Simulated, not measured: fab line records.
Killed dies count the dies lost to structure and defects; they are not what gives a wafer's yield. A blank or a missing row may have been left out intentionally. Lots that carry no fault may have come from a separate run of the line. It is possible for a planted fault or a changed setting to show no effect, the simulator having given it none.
Which tool was responsible? | flow gf180mcu | 13 lots, 39 wafers sampled, at 6 steps of a route of 602

WHAT THE GAUGES SHOWED, per wafer
GF_NSD_OVL_MEAS_08. Usual: NSD_OVL gives -0.4 nm (standard deviation 1.4).
lot  | measured     | on         | NSD_OVL (nm)   | flag
L415 | day 13 08:30 | overlay-01 | -2.6 -0.5 -1.7 |
L416 | day 13 10:01 | overlay-02 | 1.0 1.4 1.5    |
L418 | day 14 19:28 | overlay-01 | 0.3 -0.5 2.1   |
L419 | day 15 00:34 | overlay-02 | -0.9 1.3 0.9   |
L421 | day 15 14:26 | overlay-02 | 0.4 -1.8 -1.5  |
L422 | day 16 09:30 | overlay-02 | -2.3 -1.2 -2.1 |
L428 | day 17 17:53 | overlay-02 | 0.0 1.9 0.4    |
L431 | day 18 21:58 | overlay-01 | 0.4 -1.8 -0.6  |
L432 | day 19 09:30 | overlay-02 | -0.7 -0.9 -0.8 |
L433 | day 19 09:47 | overlay-02 | -2.1 -0.9 -2.3 |
L435 | day 20 05:49 | overlay-01 | -1.4 -1.7 -2.6 |
L436 | day 20 17:29 | overlay-01 | -0.1 -1.9 -1.4 |
L437 | day 21 00:40 | overlay-01 | 1.0 -0.7 -1.4  |

GF_PSD_CD_MEAS_07: target cd 400 nm. Usual: cd nm at 400.4 nm, with a standard deviation of 2.6.
lot  | measured     | on        | cd nm (nm)        | flag
L415 | day 14 05:00 | cd sem-01 | 401.2 399.9 400.4 |
L416 | day 14 07:08 | cd sem-01 | 394.7 395.8 397.5 |
L418 | day 15 16:49 | cd sem-01 | 400.4 401.2 398.8 |
L419 | day 15 21:42 | cd sem-02 | 403.1 405.0 402.7 |
L421 | day 16 12:00 | cd sem-02 | 403.5 401.8 403.4 |
L422 | day 17 07:31 | cd sem-02 | 397.0 400.2 398.5 |
L428 | day 18 16:53 | cd sem-01 | 401.5 399.9 399.3 |
L431 | day 19 22:38 | cd sem-02 | 399.6 400.2 397.6 |
L432 | day 20 09:52 | cd sem-02 | 405.9 405.3 405.1 |
L433 | day 20 10:08 | cd sem-01 | 399.5 399.7 395.7 |
L435 | day 21 06:02 | cd sem-01 | 396.4 399.8 398.5 |
L436 | day 21 17:43 | cd sem-01 | 400.1 402.9 401.8 |
L437 | day 22 00:35 | cd sem-02 | 395.0 394.9 396.5 |

GF_PSD_RS_MEAS_14: measurement is done with a four-point probe. Usual: NSD_RS gives 46.13 ohm/sq (standard deviation 0.084).
lot  | measured     | on            | NSD_RS (ohm/sq)   | flag
L415 | day 14 05:35 | film metro-03 | 46.01 46.04 46.11 |
L416 | day 14 07:43 | film metro-01 | 46.12 46.21 46.26 |
L418 | day 15 17:25 | film metro-01 | 46.01 46.10 46.06 |
L419 | day 15 22:19 | film metro-01 | 46.00 46.12 46.25 |
L421 | day 16 12:36 | film metro-02 | 44.84 44.97 44.93 | OFF
L422 | day 17 08:07 | film metro-02 | 44.70 44.76 44.77 | OFF
L428 | day 18 17:32 | film metro-01 | 46.10 46.10 46.10 |
L431 | day 19 23:14 | film metro-02 | 46.16 46.13 46.04 |
L432 | day 20 10:28 | film metro-01 | 46.12 46.19 46.08 |
L433 | day 20 10:44 | film metro-03 | 46.16 46.16 46.16 |
L435 | day 21 06:40 | film metro-03 | 46.02 46.06 46.11 |
L436 | day 21 18:19 | film metro-01 | 46.13 46.17 46.10 |
L437 | day 22 01:14 | film metro-01 | 46.13 46.11 46.12 |

GF_PSD_RS_MEAS_15: measurement is done with a four-point probe. Usual: PSD_RS gives 107.61 ohm/sq (standard deviation 0.27).
lot  | measured     | on            | PSD_RS (ohm/sq)      | flag
L415 | day 14 05:43 | film metro-03 | 107.39 107.48 107.50 |
L416 | day 14 07:50 | film metro-01 | 107.83 107.91 108.00 |
L418 | day 15 17:32 | film metro-01 | 107.26 107.54 107.22 |
L419 | day 15 22:26 | film metro-01 | 107.28 107.39 107.77 |
L421 | day 16 12:43 | film metro-02 | 102.22 101.80 102.05 | OFF
L422 | day 17 08:14 | film metro-02 | 102.19 101.71 101.62 | OFF
L428 | day 18 17:39 | film metro-01 | 107.23 107.81 107.34 |
L431 | day 19 23:22 | film metro-02 | 107.65 107.43 107.11 |
L432 | day 20 10:35 | film metro-01 | 107.91 107.78 107.70 |
L433 | day 20 10:52 | film metro-03 | 107.27 107.71 107.40 |
L435 | day 21 06:47 | film metro-03 | 107.42 107.54 107.37 |
L436 | day 21 18:26 | film metro-01 | 107.58 107.86 107.87 |
L437 | day 22 01:21 | film metro-01 | 107.62 107.68 107.81 |

EACH LOT AND THE TOOL THAT RAN IT (in order: tool; ch and the chambers of the sampled wafers; start)
lot  | GF_HV_LDD_RTA_52                 | GF_PSD_RTA_13
L415 | rtp anneal-02 ch 0, day 12 09:41 | rtp anneal-01 ch 0, day 14 05:30
L416 | rtp anneal-02 ch 0, day 12 11:29 | rtp anneal-02 ch 0, day 14 07:38
L418 | rtp anneal-02 ch 0, day 13 20:04 | rtp anneal-01 ch 0, day 15 17:19
L419 | rtp anneal-02 ch 0, day 14 00:34 | rtp anneal-02 ch 0, day 15 22:14
L421 | rtp anneal-01 ch 0, day 14 13:59 | rtp anneal-01 ch 0, day 16 12:30
L422 | rtp anneal-01 ch 0, day 15 07:35 | rtp anneal-01 ch 0, day 17 08:02
L428 | rtp anneal-01 ch 0, day 16 16:59 | rtp anneal-02 ch 0, day 18 17:26
L431 | rtp anneal-01 ch 0, day 17 18:14 | rtp anneal-01 ch 0, day 19 23:09
L432 | rtp anneal-02 ch 0, day 18 05:42 | rtp anneal-02 ch 0, day 20 10:22
L433 | rtp anneal-01 ch 0, day 18 07:16 | rtp anneal-01 ch 0, day 20 10:40
L435 | rtp anneal-01 ch 0, day 19 03:01 | rtp anneal-01 ch 0, day 21 06:35
L436 | rtp anneal-02 ch 0, day 19 14:28 | rtp anneal-01 ch 0, day 21 18:13
L437 | rtp anneal-02 ch 0, day 19 20:29 | rtp anneal-01 ch 0, day 22 01:09
- GF_HV_LDD_RTA_52: time 10 s.
- GF_PSD_RTA_13: time 20 s.

WHAT THE TOOLS THEMSELVES READ (means of the sampled wafers that have a number; where no wafer has one, the mark that the record gives instead)
GF_HV_LDD_RTA_52. Usual: lamp power pct 30.7 %, standard deviation 2.2; wafer_temp_C_max 1006.7, standard deviation 1.5.
lot  | tool          | lamp power pct (%) | wafer_temp_C_max | flag
L415 | rtp anneal-02 | 33.2               | 1005.8           |
L416 | rtp anneal-02 | 33.1               | 1005.4           |
L418 | rtp anneal-02 | 33.1               | 1005.4           |
L419 | rtp anneal-02 | 33.1               | 1005.8           |
L421 | rtp anneal-01 | 28.6               | 1007.5           |
L422 | rtp anneal-01 | 28.6               | 1007.3           |
L428 | rtp anneal-01 | 28.6               | 1006.2           |
L431 | rtp anneal-01 | 28.6               | 1008.8           |
L432 | rtp anneal-02 | 33.1               | 1005.6           |
L433 | rtp anneal-01 | 28.6               | 1008.2           |
L435 | rtp anneal-01 | 28.6               | 1008.1           |
L436 | rtp anneal-02 | 33.1               | 1005.7           |
L437 | rtp anneal-02 | 33.1               | 1005.0           |

GF_PSD_RTA_13. Usual: lamp power pct 31.8 %, standard deviation 2.3; wafer_temp_C_max 1031.8, standard deviation 1.6.
lot  | tool          | lamp power pct (%) | wafer_temp_C_max | flag
L415 | rtp anneal-01 | 29.7               | 1031.7           |
L416 | rtp anneal-02 | 34.4               | 1031.6           |
L418 | rtp anneal-01 | 29.7               | 1032.8           |
L419 | rtp anneal-02 | 34.4               | 1030.7           |
L421 | rtp anneal-01 | 30.4               | 1042.5           | OFF
L422 | rtp anneal-01 | 30.4               | 1042.0           | OFF
L428 | rtp anneal-02 | 34.4               | 1029.8           |
L431 | rtp anneal-01 | 29.7               | 1032.6           |
L432 | rtp anneal-02 | 34.4               | 1030.6           |
L433 | rtp anneal-01 | 29.7               | 1032.6           |
L435 | rtp anneal-01 | 29.7               | 1032.3           |
L436 | rtp anneal-01 | 29.7               | 1033.8           |
L437 | rtp anneal-01 | 29.7               | 1031.6           |

THE ANSWER, worked out from the rows above alone
Rule: lot off if the mean of its wafers having a number is beyond 3 standard deviations from the usual mean. A lot without any number at a reading at which 4 lots or more have one is off too. Any other lot the step has rows for is counted as sound. First the gauges in route order, then the tools' own readings, where a lot's mean is used as printed above. The first step at which some lot is off is used, and at that step the reading that is off furthest; a lot without a number counts as furthest.
Off: L421, L422, at GF_PSD_RS_MEAS_14 (NSD_RS).
If a tool, at a process step before that reading, ran all the lots that are off and no sound lot after the first of them, it fits. The gauges at GF_PSD_RS_MEAS_14 aren't tried: what is off there is off at GF_PSD_RTA_13 too, on other tools, and a gauge's error can't cause that. Not one of the candidates tried fits.

WHAT THE SIMULATOR HAD INSERTED
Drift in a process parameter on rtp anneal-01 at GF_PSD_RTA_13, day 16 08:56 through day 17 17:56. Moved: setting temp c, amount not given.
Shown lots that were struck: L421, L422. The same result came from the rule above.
